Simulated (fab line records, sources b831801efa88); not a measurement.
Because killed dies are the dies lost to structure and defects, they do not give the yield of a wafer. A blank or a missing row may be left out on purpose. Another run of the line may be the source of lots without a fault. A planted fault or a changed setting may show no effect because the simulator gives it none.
8D (eight disciplines) problem report, filled in by code + flow gf180mcu + the parts of the form that need people (team, actions taken, sign-off) are left out

1. WHAT IS WRONG
VT_IMPLANT_4_TW at GF_VT_IMPLANT_TW_MEAS_43 reads a mean of 1135 on 6 wafers of 2 lots; wafers without a fault read 687 with a standard deviation of 5.1. That is +88 standard deviations from the usual mean.
Seen first at day 12 07:52 on film_metro-02, wafer L510.1. Wafers with a number at this step in the record: 42, from 14 lots. By rule, "out" or "out of limits" means more than 4 standard deviations away from the usual mean. The rest of the wafers with a number are treated as sound.

2. WHAT IT IS; WHAT IT IS NOT
| question                    | is                           | is not                                                                                 |
|-----------------------------|------------------------------|----------------------------------------------------------------------------------------|
| which readings at this step | VT_IMPLANT_4_TW              | -                                                                                      |
| which lots                  | L510, L512                   | L493, L495, L496, L497, L498, L499, L501, L502, L513, L514, L515, L516                 |
| which wafers of those lots  | all that have a number       | -                                                                                      |
| read on which gauges        | film_metro-02, film_metro-04 | film_metro-01                                                                          |
| when                        | from day 12 07:52            | up to then (24 sound wafers); but 12 sound wafers of L513, L514, L515, L516 came after |

3. WHAT RULES OUT EACH SUSPECT
Counting: a tool stays on the suspect list if, at a process step up to the reading, it processed all lots that are out and no sound lot following the first of them.
- the gauge at GF_VT_IMPLANT_TW_MEAS_43: ruled out. 2 gauges (film_metro-02, film_metro-04) read the wafers that are out.
- implanter-03 at GF_VT_IMPLANT_IMPLANT_41: kept. It processed each lot that is out, first L510 at day 12 07:37, and no sound lot thereafter; up to then, the last sound lot it processed was L497 at day 8 14:46. Its own readings are out on those wafers: dose_ions_cm2, faraday_current_uA.
Remaining after the count: implanter-03 at GF_VT_IMPLANT_IMPLANT_41.

4. THE CAUSE (what the simulator had put in)
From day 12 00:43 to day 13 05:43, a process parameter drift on implanter-03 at GF_VT_IMPLANT_IMPLANT_41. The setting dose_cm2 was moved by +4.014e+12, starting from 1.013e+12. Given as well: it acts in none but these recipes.
Only this tool survived the counting.

5. THE CHAIN OF EFFECTS, in route order
Each row: a reading where the mean over the struck wafers with a number is more than 3 standard deviations away from the usual. Scope: only readings with a usual standard deviation given in the record; hours: median across lots of the time from each lot's start at the first step in this table that gives one to its start at this step; sigmas: change in usual standard deviations.
| hours | step                     | reading            | usual      | on struck wafers | change      | sigmas      |
|-------|--------------------------|--------------------|------------|------------------|-------------|-------------|
| 0     | GF_VT_IMPLANT_IMPLANT_41 | dose_ions_cm2      | 1.0129e+12 | 5.0263e+12       | +4.0134e+12 | +99 or more |
| 0     | GF_VT_IMPLANT_IMPLANT_41 | faraday_current_uA | 5.72       | 28.04            | +22.32      | +99 or more |
| 0     | GF_VT_IMPLANT_TW_MEAS_43 | VT_IMPLANT_4_TW    | 687        | 1135             | +448        | +88         |
Process steps it contains:
- GF_VT_IMPLANT_IMPLANT_41
Later steps that measure or inspect, where all struck wafers having a row at the step show a number for every such reading and not one has moved that far: GF_POLY_GATE_CD_MEAS_10, GF_HV_LDD_CD_MEAS_31.

6. WHAT WOULD HAVE CAUGHT IT SOONER
The first out-of-limits reading at a measuring or inspecting step in this record came at day 12 07:52, 7 hours after the fault's start at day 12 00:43.
Tool's own readings at GF_VT_IMPLANT_IMPLANT_41, dose_ions_cm2, faraday_current_uA: out on all struck wafers the step has rows for; an alarm limit on them would have tripped on the first.
Of the lots that are out (2), L512 began GF_VT_IMPLANT_IMPLANT_41 on implanter-03 after day 12 07:52. A hold on the tool at that time would have spared it.
